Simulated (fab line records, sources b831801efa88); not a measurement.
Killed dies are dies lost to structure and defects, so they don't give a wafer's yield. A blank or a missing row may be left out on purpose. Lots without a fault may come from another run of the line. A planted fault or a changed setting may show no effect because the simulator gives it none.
fab line records | flow sky130
record lots=6 wafers=18 last_day=47
route steps=708 shown GATE_OXIDE@192 POLY_GATE@204 RES_PROTECT@207 POLY_CUT@318
lots that met no fault: from a run of the same line without faults
start_h: hours from the record's first day to the start of the lot's first wafer shown | wait_h: hours since the lot's step before | " the same as in the row above | L1.1+2: a row that stands for several wafers | - no value, or no start given | * or withheld: withheld | < > ~ a bound
route shown NAME@n: a module of which the file shows steps, and the number in the route of the first | usual: mean/standard deviation of fault-free wafers | same: alike in all rows | chamber/n: place in a boat | sites: the reading at each site | _std_site: their standard deviation | _edge_site: outer sites' mean less inner sites' | radius_mm: how far each site lies from the wafer's centre | mask NAME#n: copy n | behind: the tool/chamber that last shaped the wafer | hold: why the lot was held/for how many hours/how that ended | device: the transistor (n, p or np) that didn't switch | end of line: the same wafers' tests at the end of the route | a step without rows: its recipe alone | killed: dies lost to structure and defects at the first sort, not the wafer's yield | map: a wafer's dies, x killed, . not, _ none there
set.NAME: the setting as run; set.NAME@STEP: as run at that earlier step | model.NAME: the simulator's own value behind a step, which no gauge read
lots at some steps of the route; a table a step, a row a wafer
services: from which hour (start_h, from the record's first day; less than 0 if before it) a tool's chamber was out of use, for how many hours, and why
## steps
# step SKY_GATE_OXIDE_COAT_05
# recipe resist=NOVOLAK spin_rpm=3000 resist_thk_nm=1140
# step SKY_GATE_OXIDE_SOFTBAKE_06
# recipe temp_c=90 time_s=60 resist=NOVOLAK
# step SKY_GATE_OXIDE_EXPOSE_07
# recipe mask_id=LVOM na=0.6 source_shape=conventional sigma_outer=0.6 polarization=unpolarized target_cd_nm=600 dose_mj=170
# step SKY_GATE_OXIDE_PEB_08
# recipe temp_c=withheld time_s=* resist=NOVOLAK
# step SKY_GATE_OXIDE_DEVELOP_09
# recipe resist=NOVOLAK developer=TMAH develop_time_s=60 dev_temp_c=23
# step SKY_GATE_OXIDE_OVL_MEAS_10
# usual GATE_OXIDE_OVL=0.8/1.4
# columns lot.wafer tool chamber start_h wait_h GATE_OXIDE_OVL[nm]
L508.2 overlay-02 - 325.70 0.1 0.6
L508.3 " - " " 1.5
L508.4 " - " " 0.8
L509.1 overlay-01 - 330.60 0.1 0.2
L509.5 " - " " -0.5
L509.6 " - " " 0.5
L510.1 overlay-01 - 351.26 0.1 0.2
L510.4 " - " " 0.1
L510.6 " - " " 0.5
L512.2 overlay-01 - 374.55 0.1 1.1
L512.4 " - " " 1.9
L512.5 " - " " 1.8
L519.1 overlay-02 - 425.16 0.1 1.8
L519.2 " - " " 2.6
L519.5 " - " " 0.3
L520.2 overlay-02 - 445.22 0.1 -0.5
L520.4 " - " " 0.0
L520.6 " - " " 0.0
# step SKY_GATE_OXIDE_IMPLANT_11
# recipe species=B energy_kev=10 dose_cm2=2.6e+12 tilt_deg=withheld
# step SKY_GATE_OXIDE_WET_ETCH_12
# recipe chemistry=dHF target_depth_nm=16.8 dry=n2_spin target=SiO2 dilution=100:1 temp_c=25 time_s=329.8
# step SKY_GATE_OXIDE_STRIP_13
# recipe chemistry=O2/N2 power_w=1400 pressure_mtorr=1500 platen_temp_c=withheld o2_flow_sccm=3000 n2_flow_sccm=300 overash_fraction=0.5
# usual drypump_motor_current_A=5.9/0.34 oes_product_au=0.715/0.0044 strip_time_to_endpoint_s=14.18/0.041
# columns lot.wafer tool chamber start_h wait_h drypump_motor_current_A oes_product_au rf_hours_counter_h strip_time_to_endpoint_s
L508.2 plasma_asher-04 0 326.00 0.0 5.5 0.716 49 14.13
L508.3 " 1 " " 6.3 0.716 - 14.14
L508.4 " 0 " " 5.5 0.716 - 14.17
L509.1 plasma_asher-02 0 330.89 0.0 6.1 0.720 68 14.24
L509.5 " 1 " " 5.7 0.710 - 14.24
L509.6 " 0 " " 6.1 0.715 - 14.26
L510.1 plasma_asher-04 0 351.55 0.0 5.4 0.715 51 14.15
L510.4 " 0 " " 5.4 0.713 - 14.21
L510.6 " 1 " " 6.3 0.714 - 14.16
L512.2 plasma_asher-02 0 374.85 0.0 6.0 0.718 73 14.13
L512.4 " 1 " " 5.6 0.709 - 14.20
L512.5 " 1 " " 5.6 0.712 - 14.14
L519.1 plasma_asher-04 0 425.45 0.0 5.4 0.710 57 14.14
L519.2 " 1 " " 6.4 0.715 57 14.16
L519.5 " 1 " " 6.4 0.710 - 14.17
L520.2 plasma_asher-03 0 445.50 0.0 5.6 0.718 72 14.13
L520.4 " 1 " " 6.1 0.712 - 14.18
L520.6 " 1 " " 6.1 0.719 - 14.15
# step SKY_GATE_OXIDE_TW_MEAS_14
# usual GATE_OXIDE_TW=226.1/1.3
# columns lot.wafer tool chamber start_h wait_h GATE_OXIDE_TW
L508.2 film_metro-03 - 326.11 0.1 228.2
L508.3 " - " " 226.6
L508.4 " - " " 226.1
L509.1 film_metro-04 - 330.99 0.1 226.9
L509.5 " - " " 225.6
L509.6 " - " " 225.7
L510.1 film_metro-02 - 351.65 0.1 227.1
L510.4 " - " " 227.5
L510.6 " - " " 226.4
L512.2 film_metro-02 - 374.96 0.1 227.5
L512.4 " - " " 227.0
L512.5 " - " " 227.3
L519.1 film_metro-04 - 425.55 0.1 225.1
L519.2 " - " " 223.6
L519.5 " - " " 224.2
L520.2 film_metro-03 - 445.61 0.1 226.8
L520.4 " - " " 224.2
L520.6 " - " " 224.3
# step SKY_GATE_OXIDE_CLEAN_15
# recipe chemistry=SC1/SC2 mix=1:4:20 temp_c=70 time_s=150 dry=n2_spin
# step SKY_GATE_OXIDE_OXIDATION_16
# recipe temp_c=800 ambient=O2 idle_temp_c=700 ramp_up_c_per_min=10 ramp_down_c_per_min=3 stabilise_s=600 purge_s=300 target_thk_a=35.7 ox_time_s=1915
# step SKY_POLY_GATE_CVD_00
# recipe material=poly-Si target_thk_nm=180 temp_c=620 time_s=720 pressure_mtorr=200
# usual zone_power_upper_pct=9.1/0.32
# columns lot.wafer tool chamber start_h wait_h zone_power_upper_pct model.poly-Si_of_POLY_GATE_CVD_00.thk_nm
L508.2 lpcvd-01 1 332.50 0.0 8.8 179.8
L508.3 " 1 " " 8.9 179.8
L508.4 " 1 " " 8.8 180.1
L509.1 lpcvd-01 0 335.54 0.0 9.5 182.3
L509.5 " 0 " " 9.6 181.4
L509.6 " 0 " " 9.4 181.4
L510.1 lpcvd-01 1 354.67 0.0 8.8 181.1
L510.4 " 1 " " 8.8 179
L510.6 " 1 " " 8.8 178.9
L512.2 lpcvd-01 0 376.59 0.0 9.4 179.5
L512.4 " 0 " " 9.5 179
L512.5 " 0 " " 9.5 177.6
L519.1 lpcvd-01 1 427.53 0.0 8.9 234.7
L519.2 " 1 " " 8.9 233.8
L519.5 " 1 " " 8.9 234.9
L520.2 lpcvd-01 1 452.69 0.0 8.8 235.5
L520.4 " 1 " " 8.8 233.2
L520.6 " 1 " " 8.8 235.7
# step SKY_POLY_GATE_THK_MEAS_01
# recipe reads=poly-Si_of_POLY_GATE_CVD_00
# usual POLY_GATE_CVD_00_THK=180.9/1.7
# columns lot.wafer tool chamber start_h wait_h hold POLY_GATE_CVD_00_THK[nm]
L508.2 film_metro-04 - 333.71 0.0 - 179.9
L508.3 " - " " - 179.8
L508.4 " - " " - 180.2
L509.1 film_metro-02 - 336.74 0.0 - 182.2
L509.5 " - " " - 181.3
L509.6 " - " " - 181.4
L510.1 film_metro-04 - 355.87 0.0 - 180.9
L510.4 " - " " - 179.0
L510.6 " - " " - 178.9
L512.2 film_metro-01 - 377.80 0.0 - 179.7
L512.4 " - " " - 179.1
L512.5 " - " " - 177.5
L519.1 film_metro-02 - 428.73 0.0 await_dispo/0.2h/release 234.8
L519.2 " - " " await_dispo/0.2h/release 233.8
L519.5 " - " " await_dispo/0.2h/release 234.9
L519.1 film_metro-02 - 428.95 0.2 - 234.9
L519.2 " - " " - 233.7
L519.5 " - " " - 234.7
L520.2 film_metro-04 - 453.90 0.0 await_dispo/0.2h/release 235.5
L520.4 " - " " await_dispo/0.2h/release 233.4
L520.6 " - " " await_dispo/0.2h/release 235.7
L520.2 film_metro-04 - 454.13 0.2 - 235.2
L520.4 " - " " - 233.3
L520.6 " - " " - 235.5
# step SKY_RES_PROTECT_HMDS_01
# recipe prime_time_s=60 prime_temp_c=120
# step SKY_RES_PROTECT_COAT_02
# recipe resist=NOVOLAK spin_rpm=3000 resist_thk_nm=1140
# step SKY_RES_PROTECT_SOFTBAKE_03
# recipe temp_c=90 time_s=60 resist=NOVOLAK
# step SKY_RES_PROTECT_EXPOSE_04
# recipe mask_id=RPM na=0.6 source_shape=conventional sigma_outer=0.6 polarization=unpolarized target_cd_nm=1270 dose_mj=131
# step SKY_RES_PROTECT_PEB_05
# recipe temp_c=withheld time_s=* resist=NOVOLAK
# step SKY_RES_PROTECT_DEVELOP_06
# recipe resist=NOVOLAK developer=TMAH develop_time_s=60 dev_temp_c=23
# step SKY_POLY_GATE_IMPLANT_02
# recipe species=P energy_kev=30 dose_cm2=7.7e+15 tilt_deg=0
# step SKY_RES_PROTECT_STRIP_07
# recipe chemistry=O2/N2 power_w=1400 pressure_mtorr=1500 platen_temp_c=withheld o2_flow_sccm=3000 n2_flow_sccm=300 overash_fraction=0.5
# step SKY_RES_PROTECT_TW_MEAS_08
# usual POLY_GATE_TW=4043/25
# columns lot.wafer tool chamber start_h wait_h POLY_GATE_TW
L508.2 film_metro-03 - 361.57 0.1 4097
L508.3 " - " " 4085
L508.4 " - " " 4094
L509.1 film_metro-04 - 364.45 0.1 4045
L509.5 " - " " 4055
L509.6 " - " " 4054
L510.1 film_metro-01 - 384.05 0.1 4050
L510.4 " - " " 4071
L510.6 " - " " 4075
L512.2 film_metro-04 - 406.52 0.1 4051
L512.4 " - " " 4033
L512.5 " - " " 4040
L519.1 film_metro-01 - 459.35 0.1 3999
L519.2 " - " " 4019
L519.5 " - " " 4039
L520.2 film_metro-01 - 484.31 0.1 4002
L520.4 " - " " 4023
L520.6 " - " " 4010
# step SKY_RES_PROTECT_CLEAN_09
# recipe chemistry=SC1/SC2 mix=1:4:20 temp_c=70 time_s=150 dry=n2_spin
# step SKY_POLY_GATE_CVD_03
# recipe material=Si3N4 precursor=DCS/NH3 target_thk_nm=75 temp_c=770 time_s=1290 pressure_mtorr=250
# step SKY_POLY_GATE_THK_MEAS_04
# recipe reads=Si3N4_of_POLY_GATE_CVD_03
# usual POLY_GATE_CVD_03_THK=75.0/0.73
# columns lot.wafer tool chamber start_h wait_h POLY_GATE_CVD_03_THK[nm]
L508.2 film_metro-04 - 363.26 0.0 75.3
L508.3 " - " " 74.8
L508.4 " - " " 74.7
L509.1 film_metro-02 - 367.44 0.0 75.2
L509.5 " - " " 75.6
L509.6 " - " " 76.1
L510.1 film_metro-02 - 386.55 0.0 73.5
L510.4 " - " " 74.1
L510.6 " - " " 74.0
L512.2 film_metro-04 - 407.99 0.0 75.9
L512.4 " - " " 75.4
L512.5 " - " " 75.6
L519.1 film_metro-04 - 462.47 0.0 75.5
L519.2 " - " " 75.0
L519.5 " - " " 74.6
L520.2 film_metro-01 - 485.78 0.0 74.0
L520.4 " - " " 74.1
L520.6 " - " " 74.2
# step SKY_POLY_GATE_DEHYDRATE_05
# recipe temp_c=200 time_s=60
# step SKY_POLY_GATE_HMDS_06
# recipe prime_time_s=60 prime_temp_c=120
# step SKY_POLY_GATE_COAT_07
# recipe resist=BARC temp_c=withheld time_s=withheld spin_rpm=3000 resist_thk_nm=110
# step SKY_POLY_GATE_COAT_08
# recipe resist=KrF-thick spin_rpm=3000 resist_thk_nm=450
# step SKY_POLY_GATE_SOFTBAKE_09
# recipe temp_c=99.56 time_s=90 resist=KrF-thick
# step SKY_POLY_GATE_EXPOSE_10
# recipe mask_id=P1M na=0.68 source_shape=conventional sigma_outer=0.6 target_cd_nm=150 dose_mj=28
# step SKY_POLY_GATE_PEB_11
# recipe peb_temp_c=withheld peb_time_s=withheld resist=KrF-thick
# step SKY_POLY_GATE_DEVELOP_12
# recipe develop_time_s=60 resist=KrF-thick dev_temp_c=21
# step SKY_POLY_GATE_CD_MEAS_13
# recipe target_cd_nm=150
# usual cd_nm=150.3/1.3
# columns lot.wafer tool chamber start_h wait_h cd_nm
L508.2 cd_sem-02 - 390.97 - 151.0
L508.3 " - " " 152.4
L508.4 " - " " 150.6
L509.1 cd_sem-02 - 395.45 - 150.1
L509.5 " - " " 150.2
L509.6 " - " " 152.1
L510.1 cd_sem-02 - 415.55 - 152.2
L510.4 " - " " 152.0
L510.6 " - " " 151.1
L512.2 cd_sem-01 - 437.77 - 149.6
L512.4 " - " " 150.2
L512.5 " - " " 150.7
L519.1 cd_sem-02 - 491.94 - 148.0
L519.2 " - " " 148.9
L519.5 " - " " 148.0
L520.2 cd_sem-01 - 516.11 - 149.8
L520.4 " - " " 150.1
L520.6 " - " " 148.0
# step SKY_POLY_GATE_OVL_MEAS_14
# usual POLY_GATE_OVL=2/4.5
# columns lot.wafer tool chamber start_h wait_h POLY_GATE_OVL[nm]
L508.2 overlay-01 - 391.07 0.1 -2
L508.3 " - " " 0
L508.4 " - " " -2
L509.1 overlay-01 - 395.57 0.1 3
L509.5 " - " " 2
L509.6 " - " " 2
L510.1 overlay-02 - 415.67 0.1 -5
L510.4 " - " " -3
L510.6 " - " " -5
L512.2 overlay-01 - 437.87 0.1 0
L512.4 " - " " 3
L512.5 " - " " 3
L519.1 overlay-01 - 492.06 0.1 2
L519.2 " - " " 6
L519.5 " - " " -1
L520.2 overlay-02 - 516.22 0.1 16
L520.4 " - " " 11
L520.6 " - " " 10
# step SKY_POLY_GATE_ETCH_15
# recipe chemistry=N2/H2 target=BARC ion_energy_ev=200 source_w=500 bias_w=100 pressure_mtorr=30 n2_flow_sccm=100 h2_flow_sccm=200 stop_on=SiO2 time_s=118.5 target_depth_a=1100
# usual drypump_motor_current_A=5.8/0.39 oes_product_au=0.716/0.0048 throttle_valve_pct=13.213/0.0083
# same time_s=118.5
# columns lot.wafer tool chamber start_h wait_h drypump_motor_current_A oes_product_au rf_hours_counter_h throttle_valve_pct
L508.2 rie_diel-02 0 391.10 0.0 6.0 0.710 40 13.212
L508.3 " 3 " " 5.6 0.721 0 13.202
L508.4 " 1 " " 5.4 0.711 3 13.199
L509.1 rie_diel-02 3 395.60 0.0 5.6 0.716 0 13.220
L509.5 " 2 " " 5.2 0.718 - 13.216
L509.6 " 3 " " 5.7 0.719 - 13.213
L510.1 rie_diel-02 2 415.70 0.0 5.2 0.711 108 13.211
L510.4 " 0 " " 5.9 0.717 41 13.208
L510.6 " 1 " " 5.4 0.713 - 13.211
L512.2 rie_diel-04 0 437.90 0.0 6.3 0.714 75 13.196
L512.4 " 3 " " 5.6 0.714 50 13.222
L512.5 " 3 " " 5.6 0.720 - 13.207
L519.1 rie_diel-04 1 492.10 0.0 5.4 0.713 2 13.228
L519.2 " 3 " " 5.6 0.718 52 13.218
L519.5 " 1 " " 5.4 0.715 - 13.220
L520.2 rie_diel-04 3 516.25 0.0 5.6 0.713 52 13.220
L520.4 " 2 " " 5.9 0.715 11 13.216
L520.6 " 2 " " 5.9 0.719 - 13.208
# step SKY_POLY_GATE_ETCH_16
# recipe stop_on=poly-Si chemistry=CH3F/O2 target=Si3N4 source_w=400 bias_w=80 pressure_mtorr=25 ch3f_flow_sccm=40 O2_flow_sccm=30 time_s=147.5 target_depth_a=750
# usual O2_flow_sccm=29.99/0.087 drypump_motor_current_A=5.8/0.39 oes_product_au=0.640/0.0052 throttle_valve_pct=10.535/0.0083
# same time_s=147.5
# columns lot.wafer tool chamber start_h wait_h O2_flow_sccm drypump_motor_current_A oes_product_au rf_hours_counter_h throttle_valve_pct
L508.2 rie_diel-02 0 391.19 0.0 30.11 6.0 0.642 40 10.528
L508.3 " 3 " " 30.01 5.6 0.637 0 10.538
L508.4 " 1 " " 29.99 5.4 0.639 3 10.548
L509.1 rie_diel-02 3 395.69 0.0 30.04 5.7 0.639 0 10.543
L509.5 " 2 " " 30.02 5.2 0.635 - 10.542
L509.6 " 3 " " 30.09 5.6 0.652 - 10.533
L510.1 rie_diel-02 2 415.79 0.0 30.08 5.2 0.634 108 10.527
L510.4 " 0 " " 30.13 6.0 0.636 41 10.533
L510.6 " 1 " " 29.96 5.4 0.633 - 10.531
L512.2 rie_diel-04 0 437.98 0.0 29.86 6.3 0.650 75 10.548
L512.4 " 3 " " 30.14 5.6 0.633 50 10.537
L512.5 " 3 " " 30.18 5.6 0.644 - 10.541
L519.1 rie_diel-04 1 492.18 0.0 29.99 5.4 0.633 3 10.528
L519.2 " 3 " " 30.04 5.7 0.637 52 10.541
L519.5 " 1 " " 30.08 5.4 0.645 - 10.522
L520.2 rie_diel-04 3 516.33 0.0 30.06 5.6 0.633 52 10.532
L520.4 " 2 " " 29.97 5.9 0.633 11 10.537
L520.6 " 2 " " 30.09 5.9 0.636 - 10.544
# step SKY_POLY_GATE_ETCH_17
# recipe target_depth_nm=180 stop_on=SiO2 over_etch_frac=0.56667 chemistry=HBr/Cl2 target=poly-Si icp_w=400 bias_w=100 pressure_mtorr=10 HBr_flow_sccm=150 Cl2_flow_sccm=50 time_s=70.5
# usual drypump_motor_current_A=5.62/0.29 oes_product_au=0.984/0.0085 throttle_valve_pct=33.684/0.0093
# same time_s=70.5
# columns lot.wafer tool chamber start_h wait_h drypump_motor_current_A oes_product_au rf_hours_counter_h throttle_valve_pct
L508.2 rie_si-01 3 391.29 0.0 5.72 0.992 2 33.692
L508.3 " 1 " " 5.37 0.991 59 33.676
L508.4 " 2 " " 5.96 0.989 3 33.686
L509.1 rie_si-01 1 395.78 0.0 5.38 0.991 59 33.685
L509.5 " 0 " " 5.21 0.992 - 33.680
L509.6 " 3 " " 5.74 0.984 - 33.699
L510.1 rie_si-02 2 415.88 0.0 5.63 0.978 10 33.691
L510.4 " 0 " " 6.10 0.982 2 33.679
L510.6 " 3 " " 5.38 0.985 - 33.675
L512.2 rie_si-02 0 438.08 0.0 6.09 0.984 2 33.692
L512.4 " 2 " " 5.58 0.985 10 33.679
L512.5 " 2 " " 5.58 0.976 - 33.695
L519.1 rie_si-01 0 492.28 0.0 5.17 0.980 3 33.687
L519.2 " 2 " " 5.96 1.008 3 33.682
L519.5 " 0 " " 5.20 0.989 - 33.669
L520.2 rie_si-02 3 516.43 0.0 5.37 1.003 28 33.692
L520.4 " 2 " " 5.60 0.978 10 33.674
L520.6 " 2 " " 5.60 0.983 - 33.672
# step SKY_POLY_GATE_STRIP_18
# recipe chemistry=O2/N2 power_w=1400 pressure_mtorr=1500 platen_temp_c=withheld o2_flow_sccm=3000 n2_flow_sccm=300 overash_fraction=0.5
# usual drypump_motor_current_A=6.0/0.37 oes_product_au=0.361/0.0042 strip_time_to_endpoint_s=3.17/0.044
# columns lot.wafer tool chamber start_h wait_h drypump_motor_current_A oes_product_au rf_hours_counter_h strip_time_to_endpoint_s
L508.2 plasma_asher-01 1 391.34 0.0 5.9 0.365 28 3.19
L508.3 " 1 " " 5.9 0.361 - 3.06
L508.4 " 0 " " 6.7 0.354 - 3.20
L509.1 plasma_asher-03 0 395.84 0.0 5.6 0.364 67 3.08
L509.5 " 1 " " 6.1 0.364 - 3.13
L509.6 " 0 " " 5.5 0.362 - 3.13
L510.1 plasma_asher-01 1 415.94 0.0 5.9 0.364 31 3.14
L510.4 " 0 " " 6.7 0.355 - 3.15
L510.6 " 0 " " 6.7 0.360 - 3.20
L512.2 plasma_asher-01 0 438.14 0.0 6.7 0.356 33 3.20
L512.4 " 0 " " 6.7 0.357 - 3.16
L512.5 " 0 " " 6.7 0.361 - 3.21
L519.1 plasma_asher-02 0 492.34 0.0 6.0 0.357 6 3.16
L519.2 " 1 " " 5.6 0.368 6 3.18
L519.5 " 0 " " 6.1 0.366 - 3.18
L520.2 plasma_asher-03 0 516.49 0.0 5.5 0.363 79 3.21
L520.4 " 1 " " 6.1 0.359 - 3.19
L520.6 " 0 " " 5.5 0.361 - 3.15
# step SKY_POLY_GATE_CLEAN_19
# recipe chemistry=SC1/SC2 mix=1:4:20 temp_c=70 time_s=150 dry=n2_spin
# step SKY_POLY_CUT_ETCH_11
# recipe target=Si3N4 chemistry=CF4/CH2F2/Ar stop_on=poly-Si source_w=612.8 bias_w=150 pressure_mtorr=40 cf4_flow_sccm=40 ch2f2_flow_sccm=20 Ar_flow_sccm=150 time_s=42.5 target_depth_a=600
# usual cf4_flow_sccm=40.01/0.12 drypump_motor_current_A=5.70/0.3 oes_product_au=0.829/0.0069 throttle_valve_pct=14.995/0.009
# same time_s=42.5
# columns lot.wafer tool chamber start_h wait_h cf4_flow_sccm drypump_motor_current_A oes_product_au rf_hours_counter_h throttle_valve_pct model.poly-Si_of_POLY_GATE_CVD_00.thk_nm
L508.2 rie_diel-01 2 584.19 0.0 39.86 5.98 0.835 2 14.996 179.1
L508.3 " 3 " " 40.09 5.37 0.829 2 14.988 179.1
L508.4 " 0 " " 39.99 5.44 0.828 72 14.998 179.4
L509.1 rie_diel-04 1 584.54 0.0 40.09 5.42 0.827 4 15.000 181.5
L509.5 " 1 " " 39.97 5.40 0.835 - 15.005 180.6
L509.6 " 3 " " 40.08 5.63 0.835 - 14.994 180.6
L510.1 rie_diel-01 2 602.66 0.0 40.25 6.02 0.820 2 15.010 180.3
L510.4 " 1 " " 40.05 5.76 0.827 - 14.985 178.3
L510.6 " 3 " " 39.85 5.38 0.821 - 14.991 178.1
L512.2 rie_diel-01 2 621.55 0.0 39.92 5.89 0.849 3 14.985 178.7
L512.4 " 3 " " 40.14 5.39 0.834 3 14.990 178.2
L512.5 " 2 " " 39.96 5.90 0.827 - 14.989 176.9
L519.1 rie_diel-01 1 677.01 0.0 39.99 5.77 0.823 10 14.990 233.9
L519.2 " 3 " " 39.87 5.37 0.829 4 14.985 233
L519.5 " 1 " " 39.98 5.75 0.824 - 14.989 234.2
L520.2 rie_diel-02 2 697.19 0.0 39.86 5.19 0.824 6 14.996 234.7
L520.4 " 3 " " 40.05 5.61 0.812 7 15.003 232.5
L520.6 " 3 " " 40.03 5.64 0.822 - 15.002 234.9
## services
# columns tool chamber start_h hours kind
plasma_asher-03 - 305.50 14.6 pm
rie_diel-01 - 310.86 2.8 pm
plasma_asher-04 - 317.96 2.8 pm
lpcvd-01 - 323.55 0.9 repair
rie_si-02 - 334.35 2.8 pm
plasma_asher-03 - 334.40 0.4 repair
rie_diel-02 3 348.63 7.2 repair
rie_diel-04 3 352.41 8.9 repair
rie_diel-01 0 371.65 5.1 repair
rie_diel-04 2 376.93 2.5 repair
rie_diel-04 - 377.84 1.1 repair
rie_diel-01 - 390.59 3.8 repair
lpcvd-01 - 400.74 1.1 repair
rie_diel-04 3 417.80 5.5 repair
rie_diel-02 1 490.22 5.9 repair
rie_diel-04 - 493.87 0.1 repair
rie_diel-01 3 503.55 20.5 repair
lpcvd-01 - 527.07 2.8 pm
rie_diel-02 - 600.12 2.8 pm
rie_diel-02 0 635.52 4.0 repair
rie_diel-02 - 642.81 1.0 repair
rie_diel-01 2 664.67 3.1 repair
rie_diel-02 1 668.22 2.1 repair
rie_diel-01 2 670.30 10.7 repair
## key
first_sign step=SKY_POLY_GATE_THK_MEAS_01 reading=visit direction=added
effect step=SKY_POLY_GATE_THK_MEAS_01 reading=POLY_GATE_CVD_00_THK direction=up sigmas=32 usual=180.9 struck=234.7
model_effect step=SKY_POLY_GATE_CVD_00 value=poly-Si_of_POLY_GATE_CVD_00.thk_nm without=180.7 struck=234.6
model_effect step=SKY_POLY_CUT_ETCH_11 value=poly-Si_of_POLY_GATE_CVD_00.thk_nm without=179.9 struck=233.9
met_at SKY_POLY_GATE_CVD_00
struck_wafers L519.1,L519.2,L519.5,L520.2,L520.4,L520.6
later_rows_left_out L519.1,L519.2,L519.5,L520.2,L520.4,L520.6
sort_left_out L519.1,L519.2,L519.5,L520.2,L520.4,L520.6
tester_left_out L519,L520
onset_between 376.59 427.53
also_fits time
fault kind=process_parameter_drift tool=lpcvd-01 chamber=- onset_h=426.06 steps=SKY_POLY_GATE_CVD_00 channel=target_thk_nm offset=53.943 shape=step end_h=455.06 stated=180
# tester_left_out: of these lots the tester's yield and bins aren't shown, on N5 and GAA mostly nor the transistor test; their killed dies are dies lost to structure and defects alone, not to doping, threshold or leakage, so they don't give the yield
# sort_left_out: the simulated sort isn't trusted on such a fault, so these wafers' sort isn't shown, and their yield isn't known
# later_rows_left_out: the simulator's readings of these wafers behind a module that went badly wrong aren't trusted and aren't shown, but for the sort
